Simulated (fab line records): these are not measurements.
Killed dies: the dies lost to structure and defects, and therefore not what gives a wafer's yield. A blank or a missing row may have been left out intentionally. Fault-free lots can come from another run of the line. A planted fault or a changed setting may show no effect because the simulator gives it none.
What tool caused it? + flow gf180mcu + 18 wafers from 6 lots sampled at 2 of the route's 602 steps

WHAT THE GAUGES READ, wafer by wafer
GF_LVPWELL_TW_MEAS_11.
| lot  | measured    | on            | LVPWELL_TW        |
|------|-------------|---------------|-------------------|
| L152 | day 4 04:51 | film-metro-04 | 552.2 558.1 553.4 |
| L156 | day 5 01:44 | film-metro-04 | 555.6 558.1 554.4 |
| L160 | day 6 00:11 | film-metro-04 | 525.0 524.1 528.4 |
| L168 | day 7 19:17 | film-metro-04 | 558.5 560.9 558.6 |
| L170 | day 8 08:05 | film-metro-03 | 556.5 559.7 560.0 |
| L173 | day 9 00:46 | film-metro-04 | 556.1 554.8 553.7 |

EACH LOT AND THE TOOL THAT RAN IT (in order: tool; ch and the chambers of the sampled wafers; start)
| lot  | GF_LVPWELL_IMPLANT_09          |
|------|--------------------------------|
| L152 | implanter-04 ch 0, day 4 04:38 |
| L156 | implanter-02 ch 0, day 5 01:31 |
| L160 | implanter-02 ch 0, day 5 23:58 |
| L168 | implanter-04 ch 0, day 7 19:04 |
| L170 | implanter-04 ch 0, day 8 07:50 |
| L173 | implanter-01 ch 0, day 9 00:31 |
- GF_LVPWELL_IMPLANT_09

THE ANSWER, worked out from the rows above alone
Rule: the lots themselves supply what counts as usual. The widest of any qualifying gaps counts: lots, ordered by their means at a reading, are off when they make up no more than a third of the lots, leave a main group of 4 or more, and stand apart from it by 3 or more times the standard deviation of that group's means. Not used: any main group whose means are identical at the precision the tables above print for the reading. A lot without any number at a reading at which 4 lots or more have one is off too. The other lots that the step has rows for count as sound.
Off: L160, at GF_LVPWELL_TW_MEAS_11 (LVPWELL_TW). The main group: mean 556.7, standard deviation 2.
A tool fits if, at a process step before that reading, it ran every lot that is off, and no sound lot after the first of them. The gauges at GF_LVPWELL_TW_MEAS_11 are tried like those tools. One fits: GF_LVPWELL_IMPLANT_09 on implanter-02. A fault onset in the window from L156 (day 5 01:31, its last sound lot) to L160 (day 5 23:58, its first lot off) fits.

WHAT HAD BEEN PUT IN BY THE SIMULATOR
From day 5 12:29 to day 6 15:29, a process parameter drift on implanter-02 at GF_LVPWELL_IMPLANT_09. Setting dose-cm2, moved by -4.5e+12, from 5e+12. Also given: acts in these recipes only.
Lots struck among those shown: L160. The rule above reached the same finding.
